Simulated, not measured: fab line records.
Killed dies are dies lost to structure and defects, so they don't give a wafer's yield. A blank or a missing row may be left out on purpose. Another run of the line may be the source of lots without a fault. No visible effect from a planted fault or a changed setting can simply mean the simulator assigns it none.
Struck lot and sound lot, side by side :: flow sky130 :: 16 out of 708 route steps
Sound: the wafers L452.2, L452.3, L452.6. Struck: wafer L458.4 (left out: L458.3, L458.6 of the same lot, which were not struck); the cause appears at the end.
Per side, at each step with rows, come the tool, then ch with its chambers, and then its first start. Under that, the readings that differ: sound wafers :: struck wafers :: difference of the means :: sigmas: that difference in standard deviations of wafers without a fault.
alike: readings whose means differ by less than 2 such deviations, and words and numbers that are the same on both sides. not compared: withheld readings, readings that some wafer has no value for, bounds like >300 that may hide the same value, and numbers for which the record gives no deviation and whose values overlap.
The two part at a step that has a row with sigmas, a row that says differs or no value, or rows on one side only. When numbers do not overlap yet have no deviation, they are printed without sigmas and do not part them. A reading that every wafer of one side lacks parts them only if that side has two wafers or more.

SKY_VIA2_BOW_MEAS_03:
  sound: film metro-01 at day 36 14:58; struck: film metro-01 at day 38 02:57
reading: VIA2_BOW (um)
sound: 101 89 91
struck: 78
difference: -16
sigmas: -2
then, 8 steps without rows for these wafers: SKY_VIA2_DEHYDRATE_04 (time 60 s); SKY_VIA2_HMDS_05 (prime time 60 s); SKY_VIA2_COAT_06 (resist thk 60 nm); SKY_VIA2_COAT_07 (resist thk 450 nm); SKY_VIA2_SOFTBAKE_08 (time 90 s); SKY_VIA2_EXPOSE_09 (exposes mask VIM2, target cd 200 nm); SKY_VIA2_PEB_10; SKY_VIA2_DEVELOP_11 (develop time 62.5 s).
SKY_VIA2_CD_MEAS_12: the cd target is 200 nm.
  sound: cd sem-02 at day 37 16:43; struck: cd sem-01 at day 39 05:08
  alike: cd nm
SKY_VIA2_OVL_MEAS_13:
  sound: overlay-01 at day 37 16:50; struck: overlay-01 at day 39 05:14
reading: VIA2_OVL (nm)
sound: -2 -1 -6
struck: 13
difference: +16
sigmas: +2
SKY_VIA2_ETCH_14: etches BARC in N2/H2, stops on SiO2, time 45.9 s, target depth 60 nm.
  sound on rie diel-04 ch 0,2,3, day 37 16:52; struck on rie diel-02 ch 0, day 39 05:15
reading: throttle valve pct (%)
sound: 13.231 13.228 13.223
struck: 13.207
difference: -0.020
sigmas: -2
  alike: drypump motor current A, oes product au, rf fwd power W
  not compared: rf hours counter h
SKY_VIA2_ETCH_15: etches SiO2 in C4F8/O2/Ar, stops on TiN, target depth 546 nm, time 84 s.
  sound on rie diel-04 ch 0,2,3, day 37 16:54; struck on rie diel-02 ch 0, day 39 05:18
reading: rf fwd power W (W)
sound: 1481 1493 1489
struck: 1248
difference: -240
sigmas: -46

reading: model.KrF-thick_of_VIA2_COAT_07.thk nm (nm)
sound: 287.5 280.8 282.3
struck: 290
difference: +6
sigmas: 
  alike: oes product au
  not compared: rf hours counter h
SKY_VIA2_STRIP_16: strips in O2/N2.
  sound on plasma asher-01 ch 0,1, day 37 16:58; struck on plasma asher-03 ch 0, day 39 05:23
reading: strip time to endpoint s (s)
sound: 4.092 4.010 4.030
struck: 4.133
difference: +0.089
sigmas: +4
  alike: drypump motor current A, oes product au
  not compared: rf hours counter h
then, 1 step without rows for these wafers: SKY_VIA2_STRIP_17 (strips in post etch residue remover, time 1200 s).
-- the record jumps here: 9 days lie between the struck wafers' starts before and after (it left off in module VIA2 and takes up again in module PAD_OPEN, whose first step shown is number 708 of the route) --
SKY_PAD_OPEN_PROBE_99:
  sound: prober-01 at day 47 04:26; struck: prober-02 at day 48 09:52
reading: killed at other
sound: 3 1 1
struck: 0
difference: -2
sigmas: -3
  alike: defect limited yield, killed_at_M0_to_M3, killed_at_M4_up, killed at contacts, killed at front end, killed dies, killed open, killed short, sort_bin_3_pad_short, sort_bin_5_function, sort_bin_6_memory, sort n pass, sort yield pct

WHERE THEY PART
At SKY_VIA2_BOW_MEAS_03 first; at SKY_PAD_OPEN_PROBE_99 last (within this record only).

WHY: what had been put in by the simulator
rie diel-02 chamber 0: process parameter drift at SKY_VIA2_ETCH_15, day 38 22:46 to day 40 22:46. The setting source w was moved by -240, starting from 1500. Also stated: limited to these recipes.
